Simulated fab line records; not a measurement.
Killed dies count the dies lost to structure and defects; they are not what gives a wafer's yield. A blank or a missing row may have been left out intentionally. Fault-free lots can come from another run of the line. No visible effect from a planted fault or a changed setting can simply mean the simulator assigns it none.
Which tool was responsible?    flow gf180mcu    45 wafers from 15 lots sampled at 2 of the route's 602 steps

== WHAT THE GAUGES SHOWED, per wafer ==
GF_V4_CD_MEAS_14: target cd 260 nm.
lot   measured      on         cd nm (nm)
L634  day 24 02:59  cd sem-01  260.7 260.2 260.3
L635  day 24 15:52  cd sem-01  259.1 259.2 258.9
L636  day 24 22:16  cd sem-02  260.5 260.3 260.4
L637  day 25 08:21  cd sem-02  260.9 261.1 260.7
L638  day 25 19:36  cd sem-02  259.6 260.2 259.3
L641  day 26 14:22  cd sem-01  260.8 260.2 260.0
L642  day 27 02:03  cd sem-02  261.7 261.9 261.1
L643  day 27 02:50  cd sem-02  259.6 258.6 258.9
L651  day 30 04:13  cd sem-02  261.4 261.4 261.8
L652  day 30 05:53  cd sem-02  260.7 260.0 259.5
L653  day 30 11:08  cd sem-02  258.0 259.9 260.3
L654  day 30 12:04  cd sem-02  260.4 261.6 260.6
L655  day 30 14:09  cd sem-01  261.7 261.0 260.7
L656  day 31 05:33  cd sem-01  259.6 258.6 259.5
L657  day 31 14:32  cd sem-01  260.1 258.3 260.8

GF_V4_OVL_MEAS_15.
lot   measured      on          V4_OVL (nm)
L634  day 24 03:04  overlay-02  4 1 3
L635  day 24 15:58  overlay-02  6 -4 -4
L636  day 24 22:20  overlay-02  1 1 -1
L637  day 25 08:28  overlay-02  -7 -5 1
L638  day 25 19:43  overlay-01  -8 -11 -6
L641  day 26 14:29  overlay-02  -1 1 2
L642  day 27 02:10  overlay-02  -9 -9 -6
L643  day 27 02:56  overlay-01  1 4 6
L651  day 30 04:17  overlay-02  -2 10 4
L652  day 30 06:01  overlay-02  -2 -10 -3
L653  day 30 11:14  overlay-01  3 0 -1
L654  day 30 12:11  overlay-01  5 -3 2
L655  day 30 14:16  overlay-02  -5 -4 -5
L656  day 31 05:40  overlay-02  -2 -3 -8
L657  day 31 14:40  overlay-02  7 7 9

== EACH LOT AND THE TOOL THAT RAN IT (in order: tool; ch and the chambers of the sampled wafers; start) ==
The record shows no process step preceding these readings.

== WHAT THE TOOLS THEMSELVES READ (means of the sampled wafers that have a number; where no wafer has one, the mark that the record gives instead) ==
The record holds no such reading with a usual standard deviation.

== THE ANSWER, worked out from the rows above alone ==
Rule: the lots themselves supply what counts as usual. The widest of any qualifying gaps counts: lots, ordered by their means at a reading, are off when they make up no more than a third of the lots, leave a main group of 4 or more, and stand apart from it by 3 or more times the standard deviation of that group's means. A main group whose means are all the same, to the digits that the tables above print for the reading, isn't used. Also off: a lot with no number at a reading for which 4 or more lots have one. All remaining lots with rows at the step are treated as sound. After the gauges, taken in route order, come the tools' own readings; for these a lot's mean is taken, as printed above. The first step at which some lot is off is used, and at that step the reading that is off furthest; a lot without a number counts as furthest.
Across all readings shown, no lot is off: no conclusion can be drawn from this.

== WHAT THE SIMULATOR PUT IN ==
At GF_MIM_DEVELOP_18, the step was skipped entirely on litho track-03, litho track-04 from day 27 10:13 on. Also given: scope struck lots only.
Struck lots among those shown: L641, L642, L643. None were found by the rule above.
